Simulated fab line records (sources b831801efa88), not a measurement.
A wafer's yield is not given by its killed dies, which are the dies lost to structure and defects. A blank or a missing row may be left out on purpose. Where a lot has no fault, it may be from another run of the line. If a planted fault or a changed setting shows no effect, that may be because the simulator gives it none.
The same fault as seen by 2 desks :: flow gf180mcu :: each desk has only its own numbers; what lay behind them comes last

## METROLOGY DESK
Means of the sampled wafers that have a number, per lot and without regard to the tool the lot ran on: this is what the gauges read. Marked OUT: a lot whose mean sits more than 4 standard deviations from the usual mean, which makes it out of limits; the brackets give that distance.
Columns: A = CONTACT_W_RS at GF_CONTACT_RS_MEAS_25, usual 0.385 ohm/sq; B = CONTACT_W_THK at GF_CONTACT_THK_MEAS_26, usual 296 nm; C = V1_CVD_00_THK at GF_V1_THK_MEAS_01, usual 601 nm
lot: L772
first seen here: day 16 04:20
A: 0.382
B: 300
C: 595

lot: L773
first seen here: day 16 18:43
A: 0.381
B: 298
C: 603

lot: L775
first seen here: day 17 12:35
A: 0.385
B: 296
C: 595

lot: L776
first seen here: day 17 21:41
A: 0.382
B: 298
C: 602

lot: L778
first seen here: day 18 17:52
A: 0.385
B: 295
C: 600

lot: L780
first seen here: day 20 10:08
A: 0.345 (-9.4) OUT
B: 334 (+9.2) OUT
C: 608

lot: L781
first seen here: day 20 13:46
A: 0.302 (-19) OUT
B: 377 (+19) OUT
C: 600

lot: L784
first seen here: day 21 13:34
A: 0.347 (-8.8) OUT
B: 334 (+9.2) OUT
C: 602

lot: L790
first seen here: day 23 01:10
A: 0.386
B: 297
C: 605

lot: L791
first seen here: day 23 09:20
A: 0.387
B: 295
C: 589

lot: L792
first seen here: day 23 20:11
A: 0.380
B: 296
C: 594

lot: L793
first seen here: day 24 04:18
A: 0.389
B: 290
C: 607

lot: L794
first seen here: day 24 07:51
A: 0.387
B: 297
C: 601
This desk's result: L780, L781, L784 out of limits, first on L780 (CONTACT_W_RS at GF_CONTACT_RS_MEAS_25), day 20 10:08. In limits: L772, L773, L775, L776, L778, L790, L791, L792, L793, L794.

## TOOL OWNER'S DESK, cvd_w-01
The tool's own readings at GF_CONTACT_CVD_24 (deposits W, target thk 300 nm, time 90.339 s): means of the sampled wafers that have a number, for each lot that ran on this tool. Marked OUT: a lot whose mean sits more than 4 standard deviations from the usual mean, which makes it out of limits; the brackets give that distance.
Columns: A = heater_power_w at GF_CONTACT_CVD_24, usual 878 W
lot: L772
first seen here: day 16 04:14
A: 851

lot: L773
first seen here: day 16 18:37
A: 821

lot: L775
first seen here: day 17 12:28
A: 828

lot: L778
first seen here: day 18 17:45
A: 871

lot: L780
first seen here: day 20 10:02
A: 884

lot: L781
first seen here: day 20 13:39
A: 842

lot: L784
first seen here: day 21 13:28
A: 842

lot: L793
first seen here: day 24 04:11
A: 818
Result from this desk: across the 8 lots, nothing is out of limits.

## PUT TOGETHER
On L780, L781, L784, the metrology desk was in a position to raise an alarm at day 20 10:08.
Nothing out of limits was seen by the tool owner's desk.
On record at the tool owner's desk: L780, L781, L784, within its limits.
All the named lots went through GF_CONTACT_CVD_24 on cvd_w-01.

## WHAT THE SIMULATOR HAD INSERTED
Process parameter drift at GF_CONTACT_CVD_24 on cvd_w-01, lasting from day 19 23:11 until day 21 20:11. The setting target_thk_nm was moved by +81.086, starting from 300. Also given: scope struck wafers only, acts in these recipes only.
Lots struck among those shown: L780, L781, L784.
Delay in hours, fault start to first out-of-limits reading, per desk: metrology desk 11.
